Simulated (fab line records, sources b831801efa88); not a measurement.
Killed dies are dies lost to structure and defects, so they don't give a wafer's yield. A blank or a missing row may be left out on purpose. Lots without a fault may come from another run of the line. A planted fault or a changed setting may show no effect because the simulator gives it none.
A struck lot beside a sound one | flow sky130 | 44 steps out of a route of 708
Sound: wafers L920.1, L920.2, L920.4. Struck: wafer L922.6. (L922.3, L922.5 of the same lot were not struck and are left out.) The cause comes at the end.
At each step with rows: each side's tool, then ch and its chambers, then its first start. Under that, the readings that differ: sound wafers | struck wafers | difference of the means | sigmas: that difference in standard deviations of wafers without a fault.
alike: readings whose means differ by less than 2 such deviations, and words and numbers that are the same on both sides. not compared: withheld readings, readings that some wafer has no value for, bounds like >300 that may hide the same value, and numbers for which the record gives no deviation and whose values overlap.
The two part at a step that has a row with sigmas, a row that says differs or no value, or rows on one side only. Numbers that don't overlap but have no deviation are shown without sigmas and don't part them. A reading that every wafer of one side lacks parts them only if that side has two wafers or more.

first, 2 steps without rows for these wafers: SKY_VIA3_CLEAN_18 (cleans in IPA, time 180 s); SKY_VIA3_CLEAN_19 (cleans in O3/DIW).
SKY_VIA3_SPUTTER_20: material TiN, target thk 20 nm, time 80 s.
  sound on pvd_sputter-03, day 41 03:19; struck on pvd_sputter-04, day 41 13:49
  alike: throttle_valve_pct
then, 1 step without rows for these wafers: SKY_VIA3_CVD_21 (deposits W, target thk 390 nm, time 117.31 s).
SKY_VIA3_RS_MEAS_22: measures by four-point-probe.
  sound on film_metro-02, day 41 03:30; struck on film_metro-01, day 41 14:02
  reading            | sound             | struck | difference | sigmas
  VIA3_W_RS (ohm/sq) | 0.301 0.295 0.297 | 0.288  | -0.010     | -3
SKY_VIA3_THK_MEAS_23: measures by xrf.
  sound on film_metro-02, day 41 03:37; struck on film_metro-01, day 41 14:08
  reading         | sound       | struck | difference | sigmas
  VIA3_W_THK (nm) | 389 397 394 | 410    | +17        | +2
SKY_VIA3_CMP_24: polishes, stops on SiO2, t overpolish 20 s, target thk 0 nm.
  sound on cmp-01 ch 0,1,2, day 41 03:57; struck on cmp-02 ch 1, day 41 14:20
  alike: motor_current_A, overpolish_run_s, time_to_endpoint_s
then, 1 step without rows for these wafers: SKY_METAL4_SPUTTER_00 (material Ti, target thk 15 nm, time 10 s).
SKY_METAL4_SPUTTER_01: material TiN, target thk 20 nm, time 16.7 s.
  sound on pvd_sputter-01, day 41 04:13; struck on pvd_sputter-02, day 41 14:30
  alike: throttle_valve_pct
SKY_METAL4_SPUTTER_02: material AlCu, target thk 735 nm, time 39.1 s.
  sound on pvd_sputter-01, day 41 04:15; struck on pvd_sputter-02, day 41 14:31
  alike: throttle_valve_pct
SKY_METAL4_SPUTTER_03: material Ti, target thk 5 nm, time 3.3 s.
  sound on pvd_sputter-01, day 41 04:17; struck on pvd_sputter-02, day 41 14:34
  alike: throttle_valve_pct
then, 1 step without rows for these wafers: SKY_METAL4_SPUTTER_04 (material TiN, target thk 70 nm, time 58.3 s).
SKY_CAP2M_CVD_00: deposits SiO2, target thk 15.5 nm.
  sound on pecvd-03 ch 0,1,2, day 41 04:21; struck on pecvd-03 ch 1, day 41 14:38
  alike: heater_power_w
SKY_CAP2M_THK_MEAS_01:
  sound on film_metro-04, day 41 04:24; struck on film_metro-04, day 41 14:40
  reading               | sound             | struck | difference | sigmas
  CAP2M_CVD_00_THK (nm) | 15.42 15.26 15.66 | 13.94  | -1.51      | -6
then, 1 step without rows for these wafers: SKY_CAP2M_SPUTTER_02 (material TiN, target thk 200 nm, time 166.7 s).
SKY_CAP2M_RS_MEAS_03: measures by four-point-probe.
  sound on film_metro-03, day 41 04:34; struck on film_metro-02, day 41 14:52
  alike: CAP2M_TIN_RS
SKY_CAP2M_THK_MEAS_04: measures by xrf.
  sound on film_metro-03, day 41 04:41; struck on film_metro-02, day 41 14:58
  alike: CAP2M_TIN_THK
then, 7 steps without rows for these wafers: SKY_CAP2M_DEHYDRATE_05 (time 60 s); SKY_CAP2M_HMDS_06 (prime time 60 s); SKY_CAP2M_COAT_07 (resist thk 1140 nm); SKY_CAP2M_SOFTBAKE_08 (time 60 s); SKY_CAP2M_EXPOSE_09 (exposes mask CAP2M, target cd 1000 nm); SKY_CAP2M_PEB_10; SKY_CAP2M_DEVELOP_11 (develop time 60 s).
SKY_CAP2M_OVL_MEAS_12:
  sound on overlay-01, day 42 04:11; struck on overlay-02, day 42 14:10
  alike: CAP2M_OVL
then, 13 steps without rows for these wafers: SKY_CAP2M_METAL_ETCH_13 (etches TiN in Cl2/BCl3, stops on SiO2, target depth 220 nm, time 62.9 s); SKY_CAP2M_STRIP_14 (strips in O2/N2); SKY_CAP2M_STRIP_15 (strips in post etch residue remover, time 1200 s); SKY_CAP2M_CLEAN_16 (cleans in IPA, time 180 s); SKY_CAP2M_CLEAN_17 (cleans in O3/DIW); SKY_METAL4_DEHYDRATE_05 (time 60 s); SKY_METAL4_HMDS_06 (prime time 60 s); SKY_METAL4_COAT_07 (resist thk 60 nm); SKY_METAL4_COAT_08 (resist thk 1140 nm); SKY_METAL4_SOFTBAKE_09 (time 90 s); SKY_METAL4_EXPOSE_10 (exposes mask MM4, target cd 300 nm); SKY_METAL4_PEB_11; SKY_METAL4_DEVELOP_12 (develop time 60 s).
SKY_METAL4_CD_MEAS_13: target cd 300 nm.
  sound on cd_sem-02, day 43 03:51; struck on cd_sem-02, day 43 14:29
  alike: cd_nm
SKY_METAL4_OVL_MEAS_14:
  sound on overlay-01, day 43 03:58; struck on overlay-02, day 43 14:35
  alike: METAL4_OVL
then, 2 steps without rows for these wafers: SKY_METAL4_DESCUM_15 (chemistry O2, time 8 s); SKY_METAL4_ETCH_16 (etches BARC in N2/H2, stops on SiO2, time 85.54 s, target depth 60 nm).
SKY_METAL4_ETCH_17: etches SiO2 in C4F8/O2/Ar, stops on TiN, time 3.9 s, target depth 15 nm.
  sound on rie_diel-02 ch 0,1,2, day 43 04:08; struck on rie_diel-03 ch 1, day 43 14:44
  reading               | sound             | struck | difference | sigmas
  oes_product_au (a.u.) | 0.749 0.745 0.753 | 0.713  | -0.036     | -5
-- the record jumps here: 4 days lie between the struck wafers' starts before and after (it left off in module METAL4 and takes up again in module PAD_OPEN, whose first step shown is number 708 of the route) --
SKY_PAD_OPEN_PROBE_99:
  sound on prober-01, day 47 01:56; struck on prober-01, day 47 11:23
  reading                                       | sound                     | struck    | difference | sigmas
  killed_at_M0_to_M3                            | 56 51 49                  | 30        | -22        | -3
  killed_at_M4_up                               | 1 4 2                     | 6         | +4         | +2
  killed_open                                   | 49 50 60                  | 37        | -16        | -2
  model.etest.tester.sort_n_pass                | 395 394 388               | 357       | -35        |
  model.etest.tester.sort_bin_5_pct (%)         | 10.16 10.98 13.41         | 19.92     | +8.40      |
  model.etest.tester.sort_yield_pct (%)         | 80.28 80.08 78.86         | 72.56     | -7.18      |
  model.etest.cap_mim2.c_ff_um2_rim_less_centre | 0.006081 -0.04039 0.01544 | 0.7654    | +0.7717    |
  model.etest.tester.sort_bin_8_pct (%)         | 0 0 0                     | 1.877e-09 | +1.877e-09 |
  model.etest.tester.sort_bin_4_pct (%)         | 0 0 0                     | 8.673e-15 | +8.673e-15 |
  alike: defect_limited_yield, killed_at_contacts, killed_at_front_end, killed_at_other, killed_dies, killed_short

WHERE THEY PART
First at SKY_VIA3_RS_MEAS_22; last, within this record, at SKY_PAD_OPEN_PROBE_99.

WHY: what the simulator had put in
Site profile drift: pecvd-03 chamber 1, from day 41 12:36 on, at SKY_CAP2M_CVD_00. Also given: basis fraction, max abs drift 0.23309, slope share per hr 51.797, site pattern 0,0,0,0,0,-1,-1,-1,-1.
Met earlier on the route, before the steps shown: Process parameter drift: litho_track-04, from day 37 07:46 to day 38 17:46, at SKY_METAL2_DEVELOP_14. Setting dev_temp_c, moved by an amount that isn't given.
